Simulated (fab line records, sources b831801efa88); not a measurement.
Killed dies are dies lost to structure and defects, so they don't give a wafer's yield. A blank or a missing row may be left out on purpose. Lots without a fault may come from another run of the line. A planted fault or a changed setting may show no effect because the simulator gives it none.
fab line records | flow gf180mcu
record lots=6 wafers=18 last_day=33
route steps=602 shown V3@438
lots that met no fault: from a run of the same line without faults
start_h: hours from the record's first day to the start of the lot's first wafer shown | wait_h: hours since the lot's step before | " the same as in the row above | L1.1+2: a row that stands for several wafers | - no value, or no start given | * or withheld: withheld | < > ~ a bound
route shown NAME@n: a module of which the file shows steps, and the number in the route of the first | usual: mean/standard deviation of fault-free wafers | same: alike in all rows | chamber/n: place in a boat | sites: the reading at each site | _std_site: their standard deviation | _edge_site: outer sites' mean less inner sites' | radius_mm: how far each site lies from the wafer's centre | mask NAME#n: copy n | behind: the tool/chamber that last shaped the wafer | hold: why the lot was held/for how many hours/how that ended | device: the transistor (n, p or np) that didn't switch | end of line: the same wafers' tests at the end of the route | a step without rows: its recipe alone | killed: dies lost to structure and defects at the first sort, not the wafer's yield | map: a wafer's dies, x killed, . not, _ none there
set.NAME: the setting as run; set.NAME@STEP: as run at that earlier step | model.NAME: the simulator's own value behind a step, which no gauge read
lots at some steps of the route; a table a step, a row a wafer
services: from which hour (start_h, from the record's first day; less than 0 if before it) a tool's chamber was out of use, for how many hours, and why
## steps
# step GF_V3_COAT_09
# recipe resist=KrF spin_rpm=withheld resist_thk_nm=1000
# step GF_V3_SOFTBAKE_10
# recipe temp_c=130 time_s=60 resist=KrF
# step GF_V3_EXPOSE_11
# recipe mask_id=Via3 target_cd_nm=260 na=0.68 source_shape=conventional sigma_outer=0.6 dose_mj=38
# step GF_V3_PEB_12
# recipe peb_temp_c=135 peb_time_s=90 resist=KrF
# step GF_V3_DEVELOP_13
# recipe develop_time_s=60 resist=KrF dev_temp_c=21
# step GF_V3_CD_MEAS_14
# recipe target_cd_nm=260
# usual cd_nm=259.6/1.2
# columns lot.wafer tool chamber start_h wait_h cd_nm
L234.1 cd_sem-01 - 566.75 0.1 259.4
L234.3 " - " " 259.0
L234.4 " - " " 259.7
L238.1 cd_sem-02 - 599.05 0.1 258.8
L238.2 " - " " 259.0
L238.3 " - " " 258.0
L241.2 cd_sem-02 - 619.99 0.1 259.7
L241.4 " - " " 261.0
L241.5 " - " " 261.8
L242.1 cd_sem-01 - 633.20 0.1 260.5
L242.2 " - " " 259.2
L242.3 " - " " 259.3
L243.1 cd_sem-02 - 638.97 0.1 258.4
L243.2 " - " " 258.5
L243.5 " - " " 259.4
L244.1 cd_sem-01 - 647.67 0.1 259.0
L244.4 " - " " 257.2
L244.5 " - " " 258.2
# step GF_V3_OVL_MEAS_15
# usual V3_OVL=2/4.7
# columns lot.wafer tool chamber start_h wait_h V3_OVL[nm]
L234.1 overlay-02 - 566.87 0.1 6
L234.3 " - " " -4
L234.4 " - " " 2
L238.1 overlay-01 - 599.17 0.1 4
L238.2 " - " " 7
L238.3 " - " " 5
L241.2 overlay-02 - 620.09 0.1 6
L241.4 " - " " 0
L241.5 " - " " 0
L242.1 overlay-02 - 633.32 0.1 3
L242.2 " - " " 2
L242.3 " - " " 7
L243.1 overlay-02 - 639.09 0.1 7
L243.2 " - " " 11
L243.5 " - " " -2
L244.1 overlay-02 - 647.79 0.1 7
L244.4 " - " " -4
L244.5 " - " " 10
# step GF_V3_ETCH_16
# recipe chemistry=N2/H2 target_depth_a=withheld overetch_a=withheld time_s=withheld target=BARC ion_energy_ev=200 source_w=500 bias_w=100 pressure_mtorr=30 n2_flow_sccm=100 h2_flow_sccm=200
# usual drypump_motor_current_A=5.7/0.47 oes_product_au=0.854/0.0051 throttle_valve_pct=13.224/0.0087
# columns lot.wafer tool chamber start_h wait_h drypump_motor_current_A oes_product_au throttle_valve_pct
L234.1 rie_diel-03 0 566.90 0.0 6.6 0.846 13.219
L234.3 " 2 " " 5.5 0.851 13.233
L234.4 " 3 " " 6.0 0.858 13.230
L238.1 rie_diel-04 0 599.20 0.0 5.8 0.847 13.218
L238.2 " 3 " " 5.3 0.859 13.227
L238.3 " 1 " " 5.5 0.852 13.232
L241.2 rie_diel-03 2 620.12 0.0 5.6 0.848 13.215
L241.4 " 0 " " 6.6 0.854 13.229
L241.5 " 2 " " 5.5 0.859 13.242
L242.1 rie_diel-04 2 633.35 0.0 6.5 0.852 13.211
L242.2 " 0 " " 5.8 0.862 13.228
L242.3 " 1 " " 5.6 0.855 13.225
L243.1 rie_diel-02 0 639.12 0.0 5.5 0.860 13.221
L243.2 " 3 " " 5.0 0.851 13.223
L243.5 " 3 " " 5.0 0.857 13.231
L244.1 rie_diel-04 1 647.82 0.0 5.6 0.856 13.228
L244.4 " 2 " " 6.5 0.861 13.234
L244.5 " 2 " " 6.5 0.855 13.244
# step GF_V3_ETCH_17
# recipe chemistry=C4F8/O2/Ar mask_material=KrF target=SiO2 stop_on=TiN source_w=1500 bias_w=1200 pressure_mtorr=40 c4f8_flow_sccm=withheld O2_flow_sccm=6 Ar_flow_sccm=300 time_s=withheld target_depth_a=6350
# usual oes_product_au=0.855/0.0049
# columns lot.wafer tool chamber start_h wait_h oes_product_au
L234.1 rie_diel-03 0 - - 0.853
L234.3 " 2 " " 0.857
L234.4 " 3 " " 0.852
L238.1 rie_diel-04 0 - - 0.862
L238.2 " 3 " " 0.855
L238.3 " 1 " " 0.852
L241.2 rie_diel-03 2 - - 0.847
L241.4 " 0 " " 0.855
L241.5 " 2 " " 0.854
L242.1 rie_diel-04 2 - - 0.861
L242.2 " 0 " " 0.854
L242.3 " 1 " " 0.850
L243.1 rie_diel-02 0 - - 0.857
L243.2 " 3 " " 0.853
L243.5 " 3 " " 0.861
L244.1 rie_diel-04 1 - - 0.852
L244.4 " 2 " " 0.851
L244.5 " 2 " " 0.862
# step GF_V3_STRIP_18
# recipe chemistry=O2/N2 power_w=1400 pressure_mtorr=1500 platen_temp_c=250 o2_flow_sccm=3000 n2_flow_sccm=300 overash_fraction=0.5
# usual drypump_motor_current_A=5.4/0.42 heater_power_w=346/16 oes_product_au=0.592/0.0052
# columns lot.wafer tool chamber start_h wait_h drypump_motor_current_A heater_power_w oes_product_au rf_hours_counter_h
L234.1 plasma_asher-01 1 567.03 - 5.2 363 0.592 45
L234.3 " 1 " " 5.1 364 0.586 -
L234.4 " 0 " " 5.4 337 0.593 -
L238.1 plasma_asher-02 0 599.33 - 6.2 358 0.593 97
L238.2 " 1 " " 5.3 355 0.592 97
L238.3 " 0 " " 6.2 357 0.597 -
L241.2 plasma_asher-04 0 620.25 - 5.6 341 0.591 82
L241.4 " 0 " " 5.6 335 0.592 -
L241.5 " 1 " " 4.8 323 0.588 -
L242.1 plasma_asher-04 0 633.48 - 5.6 338 0.585 83
L242.2 " 1 " " 4.9 326 0.591 83
L242.3 " 0 " " 5.6 352 0.597 -
L243.1 plasma_asher-02 1 639.25 - 5.3 365 0.590 103
L243.2 " 0 " " 6.2 355 0.589 103
L243.5 " 1 " " 5.3 356 0.593 -
L244.1 plasma_asher-02 1 647.95 - 5.3 347 0.587 104
L244.4 " 0 " " 6.2 357 0.593 -
L244.5 " 1 " " 5.3 358 0.605 -
# step GF_V3_STRIP_19
# recipe chemistry=post_etch_residue_remover time_s=1200 temp_c=72.5
# step GF_V3_CLEAN_20
# recipe chemistry=DIW dry=n2_spin
# step GF_V3_SPUTTER_21
# recipe material=Ti target_thk_nm=15 chamber_pressure_pa=5 power_w=2587 substrate_temp_c=200 time_s=80.02
# usual cathode_dc_power_W=2586.9/0.44 chamber_pressure_pa=5.000/0.0097 throttle_valve_pct=29.6/0.99
# columns lot.wafer tool chamber start_h wait_h cathode_dc_power_W chamber_pressure_pa throttle_valve_pct
L234.1 pvd_sputter-03 - 567.60 0.0 2587.1 4.991 30.3
L234.3 " - " " 2585.6 4.989 28.8
L234.4 " - " " 2586.8 4.999 31.2
L238.1 pvd_sputter-04 - 600.21 0.0 2586.8 4.996 28.0
L238.2 " - " " 2586.8 4.992 29.8
L238.3 " - " " 2587.0 5.007 28.7
L241.2 pvd_sputter-04 - 620.80 0.0 - - -
L241.4 " - " " - - -
L241.5 " - " " - - -
L242.1 pvd_sputter-04 - 634.06 0.0 - - -
L242.2 " - " " - - -
L242.3 " - " " - - -
L243.1 pvd_sputter-02 - 639.93 0.0 2586.9 4.979 29.3
L243.2 " - " " 2586.9 5.015 29.7
L243.5 " - " " 2587.0 4.996 29.4
L244.1 pvd_sputter-03 - 648.49 0.0 2586.8 5.000 30.8
L244.4 " - " " 2587.7 4.994 30.2
L244.5 " - " " 2586.4 5.005 30.4
# step GF_V3_SPUTTER_22
# recipe material=TiN target_thk_nm=10 chamber_pressure_pa=5 power_w=4000 time_s=40
# usual cathode_dc_power_W=3999.9/0.71 chamber_pressure_pa=5.001/0.01 throttle_valve_pct=29.6/0.99
# columns lot.wafer tool chamber start_h wait_h cathode_dc_power_W chamber_pressure_pa throttle_valve_pct
L234.1 pvd_sputter-03 - 567.66 0.0 3999.6 5.011 30.2
L234.3 " - " " 3999.1 5.006 28.9
L234.4 " - " " 3999.9 4.997 31.0
L238.1 pvd_sputter-04 - 600.27 0.0 4000.4 5.001 28.5
L238.2 " - " " 4000.2 4.997 30.0
L238.3 " - " " 4000.3 5.001 28.9
L241.2 pvd_sputter-04 - 620.86 0.0 3999.7 5.000 28.6
L241.4 " - " " 4000.7 4.981 30.0
L241.5 " - " " 3999.6 4.990 30.0
L242.1 pvd_sputter-04 - 634.12 0.0 3998.8 4.979 28.3
L242.2 " - " " 3999.2 5.007 28.5
L242.3 " - " " 3999.3 4.979 29.6
L243.1 pvd_sputter-02 - 639.99 0.0 4000.6 5.019 29.2
L243.2 " - " " 3999.9 4.998 29.7
L243.5 " - " " 3999.3 5.005 29.5
L244.1 pvd_sputter-03 - 648.56 0.0 3999.4 5.016 30.9
L244.4 " - " " 4001.6 4.991 30.5
L244.5 " - " " 4001.0 5.000 30.4
## services
# columns tool chamber start_h hours kind
pvd_sputter-03 - 543.73 5.9 repair
rie_diel-04 - 548.37 0.7 repair
rie_diel-03 3 553.54 5.7 repair
pvd_sputter-02 - 578.17 2.2 repair
rie_diel-02 2 589.43 4.3 repair
plasma_asher-02 - 597.09 2.2 repair
pvd_sputter-02 - 597.46 14.0 repair
plasma_asher-04 - 599.39 15.6 pm
rie_diel-02 - 605.15 2.8 pm
rie_diel-02 2 612.95 9.3 repair
rie_diel-02 2 643.43 - clean
rie_diel-02 2 643.43 25.3 scheduled_down
rie_diel-02 2 643.43 25.3 vent_cycle
## key
first_sign step=GF_V3_SPUTTER_21 reading=tool_record direction=missing
effect none on later readings
met_at GF_V3_SPUTTER_21
struck_wafers L241.2,L241.4,L241.5,L242.1,L242.2,L242.3
later_rows_left_out L241.2,L241.4,L241.5,L242.1,L242.2,L242.3
sort_left_out L241.2,L241.4,L241.5,L242.1,L242.2,L242.3
onset_between 600.21 620.80
fault kind=skipped_step_whole tool=pvd_sputter-04 chamber=- onset_h=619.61 steps=GF_V3_SPUTTER_21 scope=struck_lots_only
# sort_left_out: the simulated sort isn't trusted on such a fault, so these wafers' sort isn't shown, and their yield isn't known
# later_rows_left_out: the simulator's readings of these wafers behind a module that went badly wrong aren't trusted and aren't shown, but for the sort
